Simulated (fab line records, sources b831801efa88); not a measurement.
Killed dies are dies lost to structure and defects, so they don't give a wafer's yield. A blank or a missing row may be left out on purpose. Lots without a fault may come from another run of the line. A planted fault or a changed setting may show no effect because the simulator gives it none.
fab line records | flow sky130
record lots=6 wafers=18 last_day=50
route steps=708 shown CONTACT@426 METAL1@434 PAD_OPEN@708
lots that met no fault: from a run of the same line without faults
start_h: hours from the record's first day to the start of the lot's first wafer shown | wait_h: hours since the lot's step before | " the same as in the row above | L1.1+2: a row that stands for several wafers | - no value, or no start given | * or withheld: withheld | < > ~ a bound
route shown NAME@n: a module of which the file shows steps, and the number in the route of the first | usual: mean/standard deviation of fault-free wafers | same: alike in all rows | chamber/n: place in a boat | sites: the reading at each site | _std_site: their standard deviation | _edge_site: outer sites' mean less inner sites' | radius_mm: how far each site lies from the wafer's centre | mask NAME#n: copy n | behind: the tool/chamber that last shaped the wafer | hold: why the lot was held/for how many hours/how that ended | device: the transistor (n, p or np) that didn't switch | end of line: the same wafers' tests at the end of the route | a step without rows: its recipe alone | killed: dies lost to structure and defects at the first sort, not the wafer's yield | map: a wafer's dies, x killed, . not, _ none there
set.NAME: the setting as run; set.NAME@STEP: as run at that earlier step | model.NAME: the simulator's own value behind a step, which no gauge read
lots at some steps of the route; a table a step, a row a wafer
services: from which hour (start_h, from the record's first day; less than 0 if before it) a tool's chamber was out of use, for how many hours, and why
## steps
# step SKY_CONTACT_STRIP_20
# recipe chemistry=post_etch_residue_remover time_s=1200 temp_c=72.5
# step SKY_CONTACT_CLEAN_21
# recipe chemistry=IPA time_s=180 temp_c=25
# step SKY_CONTACT_CLEAN_22
# recipe chemistry=O3/DIW dry=n2_spin
# step SKY_CONTACT_SPUTTER_23
# recipe material=TiN target_thk_nm=20 chamber_pressure_pa=5 power_w=4000 time_s=80
# usual throttle_valve_pct=30.1/1.2
# columns lot.wafer tool chamber start_h wait_h throttle_valve_pct
L696.2 pvd_sputter-02 - 781.42 0.0 29.8
L696.4 " - " " 28.2
L696.6 " - " " 29.5
L702.1 pvd_sputter-01 - 823.54 0.0 29.8
L702.2 " - " " 31.6
L702.4 " - " " 30.6
L705.1 pvd_sputter-01 - 852.30 0.0 30.4
L705.4 " - " " 30.4
L705.5 " - " " 30.0
L708.1 pvd_sputter-02 - 868.81 0.0 29.7
L708.2 " - " " 28.1
L708.5 " - " " 30.9
L711.2 pvd_sputter-01 - 889.64 0.0 30.0
L711.3 " - " " 30.4
L711.4 " - " " 30.5
L714.1 pvd_sputter-01 - 910.74 0.0 31.6
L714.3 " - " " 30.1
L714.6 " - " " 30.0
# step SKY_CONTACT_CVD_24
# recipe material=W target_thk_nm=340 time_s=102.12 temp_c=400 pressure_torr=40
# usual heater_power_w=814/53
# columns lot.wafer tool chamber start_h wait_h heater_power_w
L696.2 cvd_w-01 0 781.48 0.0 814
L696.4 " 1 " " 893
L696.6 " 0 " " 816
L702.1 cvd_w-01 1 823.60 0.0 901
L702.2 " 0 " " 823
L702.4 " 0 " " 812
L705.1 cvd_w-01 1 852.36 0.0 927
L705.4 " 1 " " 910
L705.5 " 0 " " 810
L708.1 cvd_w-02 1 868.87 0.0 803
L708.2 " 0 " " 773
L708.5 " 0 " " 764
L711.2 cvd_w-02 0 889.70 0.0 760
L711.3 " 0 " " 756
L711.4 " 1 " " 777
L714.1 cvd_w-02 1 910.80 0.0 776
L714.3 " 1 " " 781
L714.6 " 0 " " 750
# step SKY_CONTACT_RS_MEAS_25
# recipe thk_meas_gauge=four-point-probe reads=W_of_CONTACT_CVD_24+TiN_of_CONTACT_SPUTTER_23
# usual CONTACT_W_RS=0.340/0.005
# columns lot.wafer tool chamber start_h wait_h CONTACT_W_RS[ohm/sq]
L696.2 film_metro-02 - 781.61 0.1 0.341
L696.4 " - " " 0.334
L696.6 " - " " 0.347
L702.1 film_metro-02 - 823.71 0.1 0.335
L702.2 " - " " 0.342
L702.4 " - " " 0.343
L705.1 film_metro-02 - 852.47 0.1 0.336
L705.4 " - " " 0.338
L705.5 " - " " 0.342
L708.1 film_metro-02 - 868.98 0.1 0.339
L708.2 " - " " 0.343
L708.5 " - " " 0.346
L711.2 film_metro-04 - 889.83 0.1 0.344
L711.3 " - " " 0.343
L711.4 " - " " 0.335
L714.1 film_metro-02 - 910.91 0.1 0.338
L714.3 " - " " 0.336
L714.6 " - " " 0.346
# step SKY_CONTACT_THK_MEAS_26
# recipe thk_meas_gauge=xrf reads=W_of_CONTACT_CVD_24
# usual CONTACT_W_THK=342/6.7
# columns lot.wafer tool chamber start_h wait_h CONTACT_W_THK[nm]
L696.2 film_metro-02 - 781.72 0.1 346
L696.4 " - " " 353
L696.6 " - " " 340
L702.1 film_metro-02 - 823.83 0.1 347
L702.2 " - " " 342
L702.4 " - " " 341
L705.1 film_metro-02 - 852.59 0.1 346
L705.4 " - " " 345
L705.5 " - " " 340
L708.1 film_metro-02 - 869.10 0.1 348
L708.2 " - " " 345
L708.5 " - " " 344
L711.2 film_metro-04 - 889.94 0.1 335
L711.3 " - " " 338
L711.4 " - " " 343
L714.1 film_metro-02 - 911.03 0.1 348
L714.3 " - " " 348
L714.6 " - " " 339
# step SKY_CONTACT_CMP_27
# recipe stop_on=SiO2 t_overpolish_s=15 down_force_psi=3.5 platen_rpm=60 target_thk_nm=0 pad_velocity_m_s=0.94248
# usual motor_current_A=11.3/0.99 overpolish_run_s=15.000/0.0092 time_to_endpoint_s=81/4.8
# columns lot.wafer tool chamber start_h wait_h motor_current_A overpolish_run_s time_to_endpoint_s
L696.2 cmp-01 0 781.77 0.0 11.6 14.997 79
L696.4 " 3 " " 12.4 14.988 77
L696.6 " 1 " " 12.8 14.997 80
L702.1 cmp-02 0 823.89 0.1 9.7 15.000 75
L702.4 " 1 " " 10.7 14.995 74
L702.2 " 3 " " 11.2 14.994 86
L705.1 cmp-01 1 852.70 0.1 12.7 14.982 88
L705.4 " 3 " " 12.3 14.987 81
L705.5 " 1 " " 11.7 15.002 84
L708.1 cmp-02 1 869.16 0.1 10.0 15.000 77
L708.2 " 0 " " 9.7 14.993 76
L708.5 " 1 " " 10.6 15.017 78
L711.3 cmp-01 0 889.99 0.0 10.9 14.995 80
L711.2 " 2 " " 10.8 15.011 82
L711.4 " 3 " " 12.8 14.998 79
L714.3 cmp-02 1 911.14 0.1 10.5 15.005 78
L714.1 " 3 " " 11.3 14.993 89
L714.6 " 1 " " 10.6 15.002 76
# step SKY_METAL1_SPUTTER_00
# recipe material=Ti target_thk_nm=15 power_w=3000 time_s=10 chamber_pressure_pa=0.4
# usual throttle_valve_pct=30.4/1.2
# columns lot.wafer tool chamber start_h wait_h throttle_valve_pct
L696.2 pvd_sputter-03 - 782.07 0.2 32.3
L696.4 " - " " 29.5
L696.6 " - " " 30.5
L702.1 pvd_sputter-04 - 824.19 0.2 27.7
L702.2 " - " " 31.0
L702.4 " - " " 28.2
L705.1 pvd_sputter-03 - 852.97 0.2 32.0
L705.4 " - " " 29.6
L705.5 " - " " 29.3
L708.1 pvd_sputter-03 - 869.46 0.2 30.2
L708.2 " - " " 29.6
L708.5 " - " " 30.3
L711.2 pvd_sputter-04 - 890.29 0.1 28.0
L711.3 " - " " 31.0
L711.4 " - " " 31.9
L714.1 pvd_sputter-01 - 911.39 0.1 31.6
L714.3 " - " " 30.2
L714.6 " - " " 30.3
# step SKY_METAL1_SPUTTER_01
# recipe material=TiN target_thk_nm=20 power_w=6500 time_s=16.7 chamber_pressure_pa=0.387
# step SKY_METAL1_SPUTTER_02
# recipe material=AlCu target_thk_nm=250 power_w=10600 time_s=13.3 chamber_pressure_pa=0.4
# usual throttle_valve_pct=30.4/1.3
# columns lot.wafer tool chamber start_h wait_h throttle_valve_pct
L696.2 pvd_sputter-03 - 782.12 0.0 32.4
L696.4 " - " " 29.5
L696.6 " - " " 30.6
L702.1 pvd_sputter-04 - 824.24 0.0 27.8
L702.2 " - " " 31.1
L702.4 " - " " 28.5
L705.1 pvd_sputter-03 - 853.02 0.0 32.1
L705.4 " - " " 29.1
L705.5 " - " " 29.5
L708.1 pvd_sputter-03 - 869.51 0.0 30.3
L708.2 " - " " 29.5
L708.5 " - " " 30.5
L711.2 pvd_sputter-04 - 890.34 0.0 28.3
L711.3 " - " " 30.8
L711.4 " - " " 32.0
L714.1 pvd_sputter-01 - 911.44 0.0 31.6
L714.3 " - " " 30.3
L714.6 " - " " 30.1
# step SKY_METAL1_SPUTTER_03
# recipe material=Ti target_thk_nm=5 power_w=3000 time_s=3.3 chamber_pressure_pa=0.4
# step SKY_METAL1_SPUTTER_04
# recipe material=TiN target_thk_nm=70 power_w=6500 time_s=58.3 chamber_pressure_pa=0.4
# usual throttle_valve_pct=30.4/1.2
# columns lot.wafer tool chamber start_h wait_h throttle_valve_pct model.TiN_of_METAL1_SPUTTER_04.thk_nm
L696.2 pvd_sputter-03 - 782.16 0.0 32.3 72.17
L696.4 " - " " 29.7 71.52
L696.6 " - " " 30.6 69.99
L702.1 pvd_sputter-04 - 824.28 0.0 28.2 68.62
L702.2 " - " " 31.0 70.19
L702.4 " - " " 28.4 69.25
L705.1 pvd_sputter-03 - 853.06 0.0 32.2 84.27
L705.4 " - " " 29.5 83.34
L705.5 " - " " 29.3 83.3
L708.1 pvd_sputter-03 - 869.55 0.0 30.3 81.56
L708.2 " - " " 29.3 82.25
L708.5 " - " " 30.3 79.53
L711.2 pvd_sputter-04 - 890.38 0.0 28.3 68.98
L711.3 " - " " 30.8 69.16
L711.4 " - " " 32.0 68.86
L714.1 pvd_sputter-01 - 911.48 0.0 31.5 70.03
L714.3 " - " " 30.3 70.06
L714.6 " - " " 30.4 70.19
# step SKY_METAL1_RS_MEAS_05
# recipe thk_meas_gauge=four-point-probe reads=TiN_of_METAL1_SPUTTER_04+Ti_of_METAL1_SPUTTER_03+AlCu_of_METAL1_SPUTTER_02+TiN_of_METAL1_SPUTTER_01+Ti_of_METAL1_SPUTTER_00
# usual METAL1_ALCU_RS=0.1274/0.0018
# columns lot.wafer tool chamber start_h wait_h METAL1_ALCU_RS[ohm/sq]
L696.2 film_metro-02 - 782.23 0.0 0.1297
L696.4 " - " " 0.1250
L696.6 " - " " 0.1265
L702.1 film_metro-01 - 824.33 0.0 0.1285
L702.2 " - " " 0.1255
L702.4 " - " " 0.1294
L705.1 film_metro-02 - 853.11 0.0 0.1274
L705.4 " - " " 0.1254
L705.5 " - " " 0.1253
L708.1 film_metro-01 - 869.60 0.0 0.1251
L708.2 " - " " 0.1281
L708.5 " - " " 0.1273
L711.2 film_metro-03 - 890.45 0.0 0.1291
L711.3 " - " " 0.1254
L711.4 " - " " 0.1273
L714.1 film_metro-01 - 911.53 0.0 0.1263
L714.3 " - " " 0.1280
L714.6 " - " " 0.1292
# step SKY_METAL1_THK_MEAS_06
# recipe thk_meas_gauge=xrf reads=AlCu_of_METAL1_SPUTTER_02
# usual METAL1_ALCU_THK=250/3.9
# columns lot.wafer tool chamber start_h wait_h METAL1_ALCU_THK[nm]
L696.2 film_metro-02 - 782.34 0.1 245
L696.4 " - " " 254
L696.6 " - " " 251
L702.1 film_metro-01 - 824.45 0.1 248
L702.2 " - " " 257
L702.4 " - " " 246
L705.1 film_metro-02 - 853.23 0.1 241
L705.4 " - " " 246
L705.5 " - " " 246
L708.1 film_metro-01 - 869.72 0.1 248
L708.2 " - " " 243
L708.5 " - " " 247
L711.2 film_metro-03 - 890.56 0.1 247
L711.3 " - " " 253
L711.4 " - " " 250
L714.1 film_metro-01 - 911.65 0.1 253
L714.3 " - " " 249
L714.6 " - " " 251
# step SKY_METAL1_DEHYDRATE_07
# recipe temp_c=200 time_s=60
# step SKY_METAL1_HMDS_08
# recipe prime_time_s=60 prime_temp_c=120
# step SKY_METAL1_COAT_09
# recipe resist=BARC temp_c=withheld time_s=withheld spin_rpm=3000 resist_thk_nm=60
# step SKY_METAL1_COAT_10
# recipe resist=KrF-thick spin_rpm=3000 resist_thk_nm=450
# step SKY_METAL1_SOFTBAKE_11
# recipe temp_c=100 time_s=90 resist=KrF-thick
# step SKY_METAL1_EXPOSE_12
# recipe mask_id=MM1 na=0.8 source_shape=annular sigma_inner=0.55 sigma_outer=0.85 target_cd_nm=140 dose_mj=28
# step SKY_METAL1_PEB_13
# recipe peb_temp_c=withheld peb_time_s=withheld resist=KrF-thick
# step SKY_METAL1_DEVELOP_14
# recipe develop_time_s=60 resist=KrF-thick dev_temp_c=21
# step SKY_METAL1_CD_MEAS_15
# recipe target_cd_nm=140
# usual cd_nm=139.6/1.5
# columns lot.wafer tool chamber start_h wait_h cd_nm
L696.2 cd_sem-02 - 808.00 - 140.1
L696.4 " - " " 138.9
L696.6 " - " " 137.5
L702.1 cd_sem-01 - 849.68 - 140.1
L702.2 " - " " 140.4
L702.4 " - " " 141.4
L705.1 cd_sem-02 - 878.58 - 137.4
L705.4 " - " " 138.8
L705.5 " - " " 137.2
L708.1 cd_sem-02 - 895.02 - 140.6
L708.2 " - " " 142.3
L708.5 " - " " 140.5
L711.2 cd_sem-01 - 915.55 - 141.9
L711.3 " - " " 138.4
L711.4 " - " " 138.9
L714.1 cd_sem-02 - 936.12 - 140.9
L714.3 " - " " 138.5
L714.6 " - " " 141.5
# step SKY_METAL1_OVL_MEAS_16
# usual METAL1_OVL=2/4.5
# columns lot.wafer tool chamber start_h wait_h METAL1_OVL[nm]
L696.2 overlay-01 - 808.10 0.1 9
L696.4 " - " " 11
L696.6 " - " " 2
L702.1 overlay-01 - 849.80 0.1 -2
L702.2 " - " " 3
L702.4 " - " " -2
L705.1 overlay-02 - 878.70 0.1 2
L705.4 " - " " 1
L705.5 " - " " 0
L708.1 overlay-02 - 895.14 0.1 7
L708.2 " - " " 2
L708.5 " - " " 0
L711.2 overlay-01 - 915.66 0.1 2
L711.3 " - " " -4
L711.4 " - " " 1
L714.1 overlay-02 - 936.24 0.1 4
L714.3 " - " " 8
L714.6 " - " " 4
# step SKY_METAL1_DESCUM_17
# recipe chemistry=O2 source_power_w=150 bias_power_w=0 pressure_mtorr=10 temp_c=40 time_s=8
# step SKY_METAL1_ETCH_18
# recipe chemistry=N2/H2 target=BARC ion_energy_ev=200 bias_w=100 pressure_mtorr=30 n2_flow_sccm=100 h2_flow_sccm=200 icp_w=500 stop_on=SiO2 time_s=45.9 target_depth_a=600
# step SKY_METAL1_METAL_ETCH_19
# recipe target_depth_a=3600 stop_on=SiO2 over_etch_frac=0.3 time_s=78 chemistry=Cl2/BCl3 resist_sidewall_deg=88 pressure_mtorr=10 icp_w=900 bias_w=48.5 Cl2_flow_sccm=60 bcl3_flow_sccm=30
# step SKY_METAL1_STRIP_20
# recipe chemistry=O2/N2 power_w=1400 pressure_mtorr=1500 platen_temp_c=withheld o2_flow_sccm=3000 n2_flow_sccm=300 overash_fraction=0.5
# step SKY_METAL1_STRIP_21
# recipe chemistry=post_etch_residue_remover time_s=1200 temp_c=72.5
# usual bath_guard_temp_C=72.4/0.54
# columns lot.wafer tool chamber start_h wait_h bath_guard_temp_C model.TiN_of_METAL1_SPUTTER_04.thk_nm
L696.2 wet_bench-01 1 808.42 0.1 72.4 71.75
L696.4 " 1 " " 72.1 71.1
L696.6 " 1 " " 72.1 69.57
L702.1 wet_bench-02 2 850.12 0.1 72.3 68.2
L702.2 " 2 " " 72.2 69.76
L702.4 " 2 " " 72.6 68.82
L705.1 wet_bench-03 3 879.02 0.1 72.8 83.85
L705.4 " 3 " " 72.7 82.92
L705.5 " 3 " " 73.0 82.88
L708.1 wet_bench-02 0 895.46 0.1 71.1 81.15
L708.2 " 0 " " 71.2 81.84
L708.5 " 0 " " 71.4 79.11
L711.2 wet_bench-03 3 915.97 0.1 72.9 68.56
L711.3 " 3 " " 72.7 68.74
L711.4 " 3 " " 72.8 68.44
L714.1 wet_bench-03 1 936.59 0.1 73.0 69.6
L714.3 " 1 " " 73.1 69.63
L714.6 " 1 " " 73.1 69.76
# step SKY_METAL1_CLEAN_22
# recipe chemistry=IPA time_s=180 temp_c=25
# step SKY_PAD_OPEN_PROBE_99
# usual defect_limited_yield=82.7/1.8 killed_at_M0_to_M3=42/7.5 killed_at_M4_up=3.2/1.7 killed_at_contacts=24/5.1 killed_at_front_end=15/4.1 killed_at_other=0.3/0.58 killed_dies=85/8.9 killed_open=46/6.4 killed_short=39/6
# same gross_dies=492 killed_at_back_side=0
# columns lot.wafer tool chamber start_h wait_h defect_limited_yield[%] killed_at_M0_to_M3 killed_at_M4_up killed_at_contacts killed_at_front_end killed_at_other killed_dies killed_open killed_short
L696.2 prober-02 - 1110.29 0.1 79.5 51 4 23 23 0 101 53 46
L696.4 prober-02 - 1110.39 0.2 82.5 41 4 19 22 0 86 41 44
L696.6 prober-02 - 1110.49 0.2 79.9 41 7 28 23 0 99 44 52
L702.1 prober-01 - 1140.64 0.1 83.9 28 1 31 18 1 79 48 30
L702.2 prober-01 - 1140.69 0.1 82.3 43 2 25 17 0 87 37 49
L702.4 prober-01 - 1140.79 0.2 82.1 44 4 32 8 0 88 49 39
L705.1 prober-01 - 1161.35 0.1 81.1 53 2 23 15 0 93 54 39
L705.4 prober-01 - 1161.50 0.2 81.3 42 5 27 18 0 92 43 49
L705.5 prober-01 - 1161.55 0.2 81.9 53 4 20 11 1 89 52 37
L708.1 prober-01 - 1173.76 0.1 86.2 34 5 17 12 0 68 33 35
L708.2 prober-01 - 1173.81 0.1 83.1 44 3 21 15 0 83 50 33
L708.5 prober-01 - 1173.96 0.2 86.4 29 4 22 12 0 67 34 33
L711.2 prober-02 - 1186.90 0.1 82.9 37 2 25 20 0 84 44 40
L711.3 prober-02 - 1186.95 0.2 84.1 32 5 25 16 0 78 41 37
L711.4 prober-02 - 1187.00 0.2 83.7 49 2 20 9 0 80 39 41
L714.1 prober-02 - 1198.44 0.1 83.3 42 3 28 9 0 82 49 33
L714.3 prober-02 - 1198.54 0.2 83.3 51 3 15 13 0 82 48 34
L714.6 prober-02 - 1198.69 0.2 81.1 40 4 23 26 0 93 48 45
# killed by level:class
L696.2 VIA1:geometric_particle:open=10 FIELD_ISO:geometric_particle:open=9 VIA3:geometric_particle:open=9 LI_CONTACT:geometric_particle:open=7 CONTACT:geometric_particle:open=7 FIELD_ISO:geometric_particle:short=6 METAL1:geometric_particle:short=6 VIA1:geometric_particle:short=5
L696.4 POLY_GATE:geometric_particle:short=7 METAL1:geometric_particle:short=7 CONTACT:geometric_particle:open=6 VIA1:geometric_particle:open=6 VIA3:geometric_particle:open=6 METAL2:geometric_particle:short=5 VIA2:geometric_particle:open=5 FIELD_ISO:geometric_particle:short=4
L696.6 CONTACT:geometric_particle:open=13 METAL2:geometric_particle:short=8 VIA3:geometric_particle:open=8 METAL1:geometric_particle:short=7 FIELD_ISO:geometric_particle:open=6 FIELD_ISO:geometric_particle:short=6 LOCAL_INTERCONNECT:geometric_particle:short=5 VIA1:geometric_particle:short=5
L702.1 CONTACT:geometric_particle:open=14 VIA1:geometric_particle:open=7 POLY_GATE:geometric_particle:short=5 LI_CONTACT:geometric_particle:open=5 METAL1:geometric_particle:short=5 VIA2:geometric_particle:open=5 VIA3:geometric_particle:open=5 POLY_GATE:geometric_particle:open=4
L702.2 LI_CONTACT:geometric_particle:open=10 VIA1:geometric_particle:short=9 METAL2:geometric_particle:short=7 VIA1:geometric_particle:open=6 LI_CONTACT:geometric_particle:short=5 CONTACT:geometric_particle:short=5 METAL1:geometric_particle:short=5 POLY_GATE:geometric_particle:short=4
L702.4 VIA1:geometric_particle:open=12 LI_CONTACT:geometric_particle:open=11 CONTACT:geometric_particle:short=9 METAL1:geometric_particle:short=7 METAL2:geometric_particle:short=6 CONTACT:geometric_particle:open=5 METAL2:geometric_particle:open=5 VIA3:geometric_particle:open=5
L705.1 VIA1:geometric_particle:open=14 VIA3:geometric_particle:open=8 METAL2:geometric_particle:short=8 CONTACT:geometric_particle:open=8 VIA1:geometric_particle:short=8 VIA2:geometric_particle:open=7 FIELD_ISO:geometric_particle:open=5 LI_CONTACT:geometric_particle:open=5
L705.4 CONTACT:geometric_particle:open=10 VIA1:geometric_particle:open=10 VIA1:geometric_particle:short=7 LI_CONTACT:geometric_particle:open=6 VIA3:geometric_particle:short=6 LOCAL_INTERCONNECT:geometric_particle:short=5 METAL1:geometric_particle:short=5 VIA2:geometric_particle:open=5
L705.5 VIA1:geometric_particle:open=15 CONTACT:geometric_particle:open=9 VIA2:geometric_particle:open=8 VIA3:geometric_particle:open=7 VIA1:geometric_particle:short=6 METAL2:geometric_particle:short=5 VIA2:geometric_particle:short=4 METAL4:geometric_particle:short=4
L708.1 VIA1:geometric_particle:open=12 CONTACT:geometric_particle:open=7 LOCAL_INTERCONNECT:geometric_particle:short=5 METAL1:geometric_particle:short=4 VIA1:geometric_particle:short=4 METAL4:geometric_particle:short=4 FIELD_ISO:geometric_particle:short=3 POLY_GATE:geometric_particle:open=3
L708.2 VIA1:geometric_particle:open=13 LI_CONTACT:geometric_particle:open=10 CONTACT:geometric_particle:open=7 VIA1:geometric_particle:short=7 METAL2:geometric_particle:short=6 VIA2:geometric_particle:open=6 POLY_GATE:geometric_particle:open=5 POLY_GATE:geometric_particle:short=4
L708.5 VIA1:geometric_particle:open=9 LI_CONTACT:geometric_particle:open=8 LOCAL_INTERCONNECT:geometric_particle:short=6 VIA2:geometric_particle:short=5 VIA3:geometric_particle:open=4 FIELD_ISO:geometric_particle:open=3 POLY_GATE:geometric_particle:short=3 LI_CONTACT:geometric_particle:short=3
L711.2 CONTACT:geometric_particle:open=10 POLY_GATE:geometric_particle:short=7 VIA1:geometric_particle:open=7 VIA2:geometric_particle:open=7 CONTACT:geometric_particle:short=6 FIELD_ISO:geometric_particle:open=5 LI_CONTACT:geometric_particle:open=5 VIA3:geometric_particle:open=5
L711.3 CONTACT:geometric_particle:open=12 VIA3:geometric_particle:short=7 FIELD_ISO:geometric_particle:short=6 LI_CONTACT:geometric_particle:open=6 VIA1:geometric_particle:open=5 METAL1:geometric_particle:short=5 VIA3:geometric_particle:open=5 POLY_GATE:geometric_particle:short=4
L711.4 VIA1:geometric_particle:open=11 METAL2:geometric_particle:short=8 VIA2:geometric_particle:open=6 VIA1:geometric_particle:short=6 LI_CONTACT:geometric_particle:open=5 CONTACT:geometric_particle:short=5 CONTACT:geometric_particle:open=5 METAL1:geometric_particle:short=5
L714.1 VIA1:geometric_particle:open=12 CONTACT:geometric_particle:open=9 LI_CONTACT:geometric_particle:open=7 VIA3:geometric_particle:open=7 LOCAL_INTERCONNECT:geometric_particle:short=6 METAL2:geometric_particle:short=5 VIA2:geometric_particle:open=5 POLY_GATE:geometric_particle:open=3
L714.3 VIA1:geometric_particle:open=12 VIA2:geometric_particle:open=12 VIA3:geometric_particle:open=9 VIA1:geometric_particle:short=5 CONTACT:geometric_particle:open=4 CONTACT:geometric_particle:short=4 METAL2:geometric_particle:short=4 FIELD_ISO:geometric_particle:short=3
L714.6 CONTACT:geometric_particle:open=13 FIELD_ISO:geometric_particle:open=9 METAL2:geometric_particle:short=8 POLY_GATE:geometric_particle:open=6 VIA1:geometric_particle:open=6 VIA2:geometric_particle:short=6 VIA3:geometric_particle:open=6 POLY_GATE:geometric_particle:short=4
## services
# columns tool chamber start_h hours kind
cvd_w-02 0 757.96 16.1 repair
wet_bench-03 - 777.57 1.5 repair
cmp-02 - 811.72 0.6 repair
wet_bench-03 - 813.92 2.7 repair
pvd_sputter-03 2 824.69 - consumable_replace:kit
pvd_sputter-03 2 824.69 18.0 scheduled_down
pvd_sputter-03 2 824.69 18.0 vent_cycle
cmp-02 - 826.25 9.9 pm
cvd_w-02 0 826.76 10.5 repair
pvd_sputter-04 0 832.38 - consumable_replace:kit
pvd_sputter-04 0 832.38 18.0 scheduled_down
pvd_sputter-04 0 832.38 18.0 vent_cycle
cmp-02 - 844.75 4.9 repair
cvd_w-02 - 855.22 0.8 repair
pvd_sputter-03 - 878.37 5.4 repair
pvd_sputter-01 0 879.78 - consumable_replace:kit
pvd_sputter-01 0 879.78 18.0 scheduled_down
pvd_sputter-01 0 879.78 18.0 vent_cycle
pvd_sputter-01 - 879.90 1.4 repair
cvd_w-01 - 904.00 14.0 pm
cvd_w-01 0 904.00 14.0 vent_cycle
cvd_w-01 1 904.00 14.0 vent_cycle
cmp-01 - 916.34 4.0 pm
cvd_w-01 0 918.00 - clean
## key
first_sign none at tools or gauges
model_effect step=SKY_METAL1_SPUTTER_04 value=TiN_of_METAL1_SPUTTER_04.thk_nm without=70.5 struck=82.37
model_effect step=SKY_METAL1_STRIP_21 value=TiN_of_METAL1_SPUTTER_04.thk_nm without=70.08 struck=81.96
met_at SKY_METAL1_SPUTTER_04
struck_wafers L705.1,L705.4,L705.5,L708.1,L708.2,L708.5
onset_between 782.16 853.06
also_fits SKY_METAL1_SPUTTER_00:pvd_sputter-03,SKY_METAL1_SPUTTER_02:pvd_sputter-03
fault kind=process_parameter_drift tool=pvd_sputter-03 chamber=- onset_h=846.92 steps=SKY_METAL1_SPUTTER_04 channel=time_s offset=* shape=step end_h=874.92 acts_in=* stated=*
